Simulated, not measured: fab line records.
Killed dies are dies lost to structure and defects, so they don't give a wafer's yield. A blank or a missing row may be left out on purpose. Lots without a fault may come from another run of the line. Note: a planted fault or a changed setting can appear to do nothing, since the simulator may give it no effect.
Which tool is to blame? || flow gf180mcu || 14 lots with 42 wafers sampled at 4 steps, on a route of 602 steps

== WHAT THE GAUGES READ, wafer by wafer ==
GF_HV_LDD_RS_MEAS_53: the measuring method here is four-point-probe. Usual: HV_LDD_RS gives 417.5 ohm/sq (standard deviation 0.96).
{"lot": "L703", "measured": "day 12 09:41", "on": "film_metro-02", "HV_LDD_RS (ohm/sq)": "418.7 418.4 417.9", "flag": ""}
{"lot": "L704", "measured": "day 12 16:05", "on": "film_metro-01", "HV_LDD_RS (ohm/sq)": "417.4 417.9 417.8", "flag": ""}
{"lot": "L705", "measured": "day 13 03:25", "on": "film_metro-02", "HV_LDD_RS (ohm/sq)": "417.9 417.1 418.0", "flag": ""}
{"lot": "L706", "measured": "day 13 09:22", "on": "film_metro-01", "HV_LDD_RS (ohm/sq)": "418.3 417.7 418.3", "flag": ""}
{"lot": "L707", "measured": "day 13 18:02", "on": "film_metro-01", "HV_LDD_RS (ohm/sq)": "417.5 417.9 418.4", "flag": ""}
{"lot": "L709", "measured": "day 14 11:57", "on": "film_metro-02", "HV_LDD_RS (ohm/sq)": "417.2 418.0 416.9", "flag": ""}
{"lot": "L711", "measured": "day 15 07:05", "on": "film_metro-01", "HV_LDD_RS (ohm/sq)": "417.2 418.3 417.5", "flag": ""}
{"lot": "L712", "measured": "day 15 11:23", "on": "film_metro-03", "HV_LDD_RS (ohm/sq)": "417.0 416.1 415.6", "flag": ""}
{"lot": "L713", "measured": "day 15 23:50", "on": "film_metro-01", "HV_LDD_RS (ohm/sq)": "418.9 419.0 418.4", "flag": ""}
{"lot": "L719", "measured": "day 17 19:56", "on": "film_metro-02", "HV_LDD_RS (ohm/sq)": "424.1 424.0 423.0", "flag": "OFF"}
{"lot": "L720", "measured": "day 18 03:16", "on": "film_metro-03", "HV_LDD_RS (ohm/sq)": "421.1 419.8 420.9", "flag": "OFF"}
{"lot": "L723", "measured": "day 19 05:12", "on": "film_metro-03", "HV_LDD_RS (ohm/sq)": "416.9 417.0 416.8", "flag": ""}
{"lot": "L724", "measured": "day 19 11:31", "on": "film_metro-02", "HV_LDD_RS (ohm/sq)": "417.7 417.3 418.3", "flag": ""}
{"lot": "L725", "measured": "day 19 22:34", "on": "film_metro-02", "HV_LDD_RS (ohm/sq)": "416.0 416.3 416.4", "flag": ""}

GF_V2_OVL_MEAS_15. Usual: V2_OVL gives -8 nm (standard deviation 4.8).
{"lot": "L703", "measured": "day 20 06:35", "on": "overlay-02", "V2_OVL (nm)": "-9 -5 -1", "flag": ""}
{"lot": "L704", "measured": "day 20 14:14", "on": "overlay-02", "V2_OVL (nm)": "-5 -6 -9", "flag": ""}
{"lot": "L705", "measured": "day 21 03:29", "on": "overlay-01", "V2_OVL (nm)": "-8 -4 -10", "flag": ""}
{"lot": "L706", "measured": "day 21 12:25", "on": "overlay-02", "V2_OVL (nm)": "-3 -2 3", "flag": ""}
{"lot": "L707", "measured": "day 21 20:38", "on": "overlay-01", "V2_OVL (nm)": "-13 -4 0", "flag": ""}
{"lot": "L709", "measured": "day 22 16:10", "on": "overlay-02", "V2_OVL (nm)": "-2 -3 -9", "flag": ""}
{"lot": "L711", "measured": "day 23 13:13", "on": "overlay-02", "V2_OVL (nm)": "-14 -11 -7", "flag": ""}
{"lot": "L712", "measured": "day 23 19:34", "on": "overlay-01", "V2_OVL (nm)": "-10 -6 -4", "flag": ""}
{"lot": "L713", "measured": "day 24 08:20", "on": "overlay-02", "V2_OVL (nm)": "-9 -8 -3", "flag": ""}
{"lot": "L719", "measured": "day 25 23:56", "on": "overlay-02", "V2_OVL (nm)": "-8 -11 -13", "flag": ""}
{"lot": "L720", "measured": "day 26 09:11", "on": "overlay-01", "V2_OVL (nm)": "-9 -14 -8", "flag": ""}
{"lot": "L723", "measured": "day 27 06:17", "on": "overlay-02", "V2_OVL (nm)": "-16 -11 -13", "flag": ""}
{"lot": "L724", "measured": "day 27 12:17", "on": "overlay-01", "V2_OVL (nm)": "-3 2 -6", "flag": ""}
{"lot": "L725", "measured": "day 27 19:01", "on": "overlay-01", "V2_OVL (nm)": "-12 -10 -10", "flag": ""}

== EACH LOT AND THE TOOL THAT RAN IT (in order: tool; ch and the chambers of the sampled wafers; start) ==
{"lot": "L703", "GF_HV_LDD_IMPLANT_36": "implanter-01 ch 0, day 11 14:19", "GF_V2_CMP_04": "cmp-01 ch 1,3, day 19 05:51"}
{"lot": "L704", "GF_HV_LDD_IMPLANT_36": "implanter-04 ch 0, day 11 20:27", "GF_V2_CMP_04": "cmp-01 ch 0,1, day 19 13:19"}
{"lot": "L705", "GF_HV_LDD_IMPLANT_36": "implanter-01 ch 0, day 12 07:03", "GF_V2_CMP_04": "cmp-01 ch 0,1,2, day 20 03:01"}
{"lot": "L706", "GF_HV_LDD_IMPLANT_36": "implanter-01 ch 0, day 12 12:27", "GF_V2_CMP_04": "cmp-01 ch 0,2,3, day 20 12:16"}
{"lot": "L707", "GF_HV_LDD_IMPLANT_36": "implanter-01 ch 0, day 12 21:40", "GF_V2_CMP_04": "cmp-01 ch 2,3, day 20 20:44"}
{"lot": "L709", "GF_HV_LDD_IMPLANT_36": "implanter-02 ch 0, day 13 14:30", "GF_V2_CMP_04": "cmp-01 ch 0,3, day 21 16:22"}
{"lot": "L711", "GF_HV_LDD_IMPLANT_36": "implanter-04 ch 0, day 14 08:54", "GF_V2_CMP_04": "cmp-01 ch 2,3, day 22 14:24"}
{"lot": "L712", "GF_HV_LDD_IMPLANT_36": "implanter-04 ch 0, day 14 13:30", "GF_V2_CMP_04": "cmp-02 ch 0,1,3, day 22 20:25"}
{"lot": "L713", "GF_HV_LDD_IMPLANT_36": "implanter-02 ch 0, day 15 01:45", "GF_V2_CMP_04": "cmp-01 ch 0,1,3, day 23 09:26"}
{"lot": "L719", "GF_HV_LDD_IMPLANT_36": "implanter-02 ch 0, day 16 21:01", "GF_V2_CMP_04": "cmp-02 ch 1,2, day 25 02:11"}
{"lot": "L720", "GF_HV_LDD_IMPLANT_36": "implanter-02 ch 0, day 17 02:55", "GF_V2_CMP_04": "cmp-02 ch 1,2, day 25 11:40"}
{"lot": "L723", "GF_HV_LDD_IMPLANT_36": "implanter-01 ch 0, day 18 04:43", "GF_V2_CMP_04": "cmp-02 ch 0,1,3, day 26 09:50"}
{"lot": "L724", "GF_HV_LDD_IMPLANT_36": "implanter-01 ch 0, day 18 10:32", "GF_V2_CMP_04": "cmp-01 ch 0,1,2, day 26 15:55"}
{"lot": "L725", "GF_HV_LDD_IMPLANT_36": "implanter-04 ch 0, day 18 21:41", "GF_V2_CMP_04": "cmp-01 ch 2,3, day 26 22:40"}
- GF_HV_LDD_IMPLANT_36
- GF_V2_CMP_04: polishes SiO2.

== WHAT THE TOOLS THEMSELVES READ (means of the sampled wafers that have a number; where no wafer has one, the mark that the record gives instead) ==
GF_HV_LDD_IMPLANT_36. Usual: dose_ions_cm2 7.498e+12, standard deviation 1e+10; faraday_current_uA 42.3, standard deviation 0.92.
{"lot": "L703", "tool": "implanter-01", "dose_ions_cm2": 7.491e+12, "faraday_current_uA": 42.7, "flag": ""}
{"lot": "L704", "tool": "implanter-04", "dose_ions_cm2": 7.490e+12, "faraday_current_uA": 43.0, "flag": ""}
{"lot": "L705", "tool": "implanter-01", "dose_ions_cm2": 7.498e+12, "faraday_current_uA": 42.7, "flag": ""}
{"lot": "L706", "tool": "implanter-01", "dose_ions_cm2": 7.502e+12, "faraday_current_uA": 42.4, "flag": ""}
{"lot": "L707", "tool": "implanter-01", "dose_ions_cm2": 7.501e+12, "faraday_current_uA": 42.3, "flag": ""}
{"lot": "L709", "tool": "implanter-02", "dose_ions_cm2": 7.508e+12, "faraday_current_uA": 41.8, "flag": ""}
{"lot": "L711", "tool": "implanter-04", "dose_ions_cm2": 7.498e+12, "faraday_current_uA": 41.4, "flag": ""}
{"lot": "L712", "tool": "implanter-04", "dose_ions_cm2": 7.504e+12, "faraday_current_uA": 42.5, "flag": ""}
{"lot": "L713", "tool": "implanter-02", "dose_ions_cm2": 7.502e+12, "faraday_current_uA": 41.8, "flag": ""}
{"lot": "L719", "tool": "implanter-02", "dose_ions_cm2": 5.810e+12, "faraday_current_uA": 32.6, "flag": "OFF"}
{"lot": "L720", "tool": "implanter-02", "dose_ions_cm2": 5.815e+12, "faraday_current_uA": 32.0, "flag": "OFF"}
{"lot": "L723", "tool": "implanter-01", "dose_ions_cm2": 7.487e+12, "faraday_current_uA": 41.3, "flag": ""}
{"lot": "L724", "tool": "implanter-01", "dose_ions_cm2": 7.501e+12, "faraday_current_uA": 42.0, "flag": ""}
{"lot": "L725", "tool": "implanter-04", "dose_ions_cm2": 7.500e+12, "faraday_current_uA": 41.9, "flag": ""}

GF_V2_CMP_04. Usual: motor_current_A 12.2 A, standard deviation 1.3; time_to_endpoint_s 77 s, standard deviation 5.4.
{"lot": "L703", "tool": "cmp-01", "motor_current_A (A)": 11.7, "time_to_endpoint_s (s)": 79, "flag": ""}
{"lot": "L704", "tool": "cmp-01", "motor_current_A (A)": 12.3, "time_to_endpoint_s (s)": 82, "flag": ""}
{"lot": "L705", "tool": "cmp-01", "motor_current_A (A)": 13.1, "time_to_endpoint_s (s)": 79, "flag": ""}
{"lot": "L706", "tool": "cmp-01", "motor_current_A (A)": 12.1, "time_to_endpoint_s (s)": 74, "flag": ""}
{"lot": "L707", "tool": "cmp-01", "motor_current_A (A)": 12.9, "time_to_endpoint_s (s)": 73, "flag": ""}
{"lot": "L709", "tool": "cmp-01", "motor_current_A (A)": 11.1, "time_to_endpoint_s (s)": 73, "flag": ""}
{"lot": "L711", "tool": "cmp-01", "motor_current_A (A)": 13.0, "time_to_endpoint_s (s)": 77, "flag": ""}
{"lot": "L712", "tool": "cmp-02", "motor_current_A (A)": 12.2, "time_to_endpoint_s (s)": 74, "flag": ""}
{"lot": "L713", "tool": "cmp-01", "motor_current_A (A)": 11.2, "time_to_endpoint_s (s)": 68, "flag": ""}
{"lot": "L719", "tool": "cmp-02", "motor_current_A (A)": 12.5, "time_to_endpoint_s (s)": 77, "flag": ""}
{"lot": "L720", "tool": "cmp-02", "motor_current_A (A)": 12.4, "time_to_endpoint_s (s)": 81, "flag": ""}
{"lot": "L723", "tool": "cmp-02", "motor_current_A (A)": 12.6, "time_to_endpoint_s (s)": 81, "flag": ""}
{"lot": "L724", "tool": "cmp-01", "motor_current_A (A)": 13.2, "time_to_endpoint_s (s)": 78, "flag": ""}
{"lot": "L725", "tool": "cmp-01", "motor_current_A (A)": 13.1, "time_to_endpoint_s (s)": 79, "flag": ""}

== THE ANSWER, worked out from the rows above alone ==
Rule: a lot counts as off when the mean over its wafers that have a number is more than 3 standard deviations away from the usual mean. Also off: a lot with no number at a reading for which 4 or more lots have one. Where the step has rows for the other lots, those lots are counted as sound. First the gauges in route order, then the tools' own readings, where a lot's mean is used as printed above. At the first step where some lot is off, the reading lying furthest off is the one used; lots without a number count as furthest.
Off: at GF_HV_LDD_RS_MEAS_53 (HV_LDD_RS), L719, L720.
If a tool, at a process step before that reading, ran all the lots that are off and no sound lot after the first of them, it fits. The gauges at GF_HV_LDD_RS_MEAS_53 aren't tried: what is off there is off at GF_HV_LDD_IMPLANT_36 too, on other tools, and a gauge's error can't cause that. One fits: implanter-02 at GF_HV_LDD_IMPLANT_36. Its last sound lot is L713 (day 15 01:45), its first lot that is off L719 (day 16 21:01): a fault that began between those two fits.
The tool's own readings at GF_HV_LDD_IMPLANT_36 bear it out: on the lots that are off they differ by more than 5 times the standard deviation of the sound lots' means. dose_ions_cm2 reads 5.812e+12 there against 7.498e+12 on the sound lots; faraday_current_uA reads 32.3 there against 42.1 on the sound lots.

== WHAT THE SIMULATOR HAD INSERTED ==
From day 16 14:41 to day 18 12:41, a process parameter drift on implanter-02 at GF_HV_LDD_IMPLANT_36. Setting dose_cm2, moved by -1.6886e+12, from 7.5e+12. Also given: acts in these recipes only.
Lots struck among those shown: L719, L720. The rule above found the same.
